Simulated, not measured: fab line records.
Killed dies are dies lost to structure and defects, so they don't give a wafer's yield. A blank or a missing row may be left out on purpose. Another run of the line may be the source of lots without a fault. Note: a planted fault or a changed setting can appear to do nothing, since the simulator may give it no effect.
2 desks, one fault | flow sfqLine | what lay behind the numbers comes last; until then each desk has only its own

## METROLOGY DESK
What the gauges read for every lot (on any tool): the sampled wafers with a number, averaged. Any lot whose mean is over 4 standard deviations away from the usual mean is out of limits and marked OUT; that distance is given in the brackets.
Columns: A = I6_BOW at SFQ_I6_BOW_MEAS_941, usual 9 um; B = I6_OVL at SFQ_I6_OVL_MEAS_942, usual -1 nm
lot  | first seen here | A  | B
L722 | day 54 03:07    | 7  | 3
L725 | day 55 19:05    | 17 | -
L726 | day 55 22:03    | 16 | -
L730 | day 56 22:40    | 1  | -5
L737 | day 61 07:41    | 14 | 2
L739 | day 62 18:31    | 16 | 1
Finding of this desk: none of the 6 lots has anything out of limits.

## DESK OF THE TOOL OWNER: lithoTrack-02
Per lot that ran on this tool, the mean of the sampled wafers carrying a number, from the tool's own readings at SFQ_TRILAYER_I6_VIA_LITHO_DEVELOP_171 (time 60 s). Any lot whose mean is over 4 standard deviations away from the usual mean is out of limits and marked OUT; that distance is given in the brackets.
Columns: A = chillPlateTempC at SFQ_TRILAYER_I6_VIA_LITHO_DEVELOP_171, usual 23.01 C; B = exhaustPa at SFQ_TRILAYER_I6_VIA_LITHO_DEVELOP_171, usual 44.9 Pa
lot  | first seen here | A     | B
L730 | day 62 00:55    | 23.01 | 43.7
L739 | day 67 12:43    | 22.93 | 45.6
Finding of this desk: none of the 2 lots has anything out of limits.

## PUT TOGETHER
From the metrology desk's view, nothing was out of limits.
Nothing out of limits was seen by the tool owner's desk.

## WHAT HAD BEEN PUT IN BY THE SIMULATOR
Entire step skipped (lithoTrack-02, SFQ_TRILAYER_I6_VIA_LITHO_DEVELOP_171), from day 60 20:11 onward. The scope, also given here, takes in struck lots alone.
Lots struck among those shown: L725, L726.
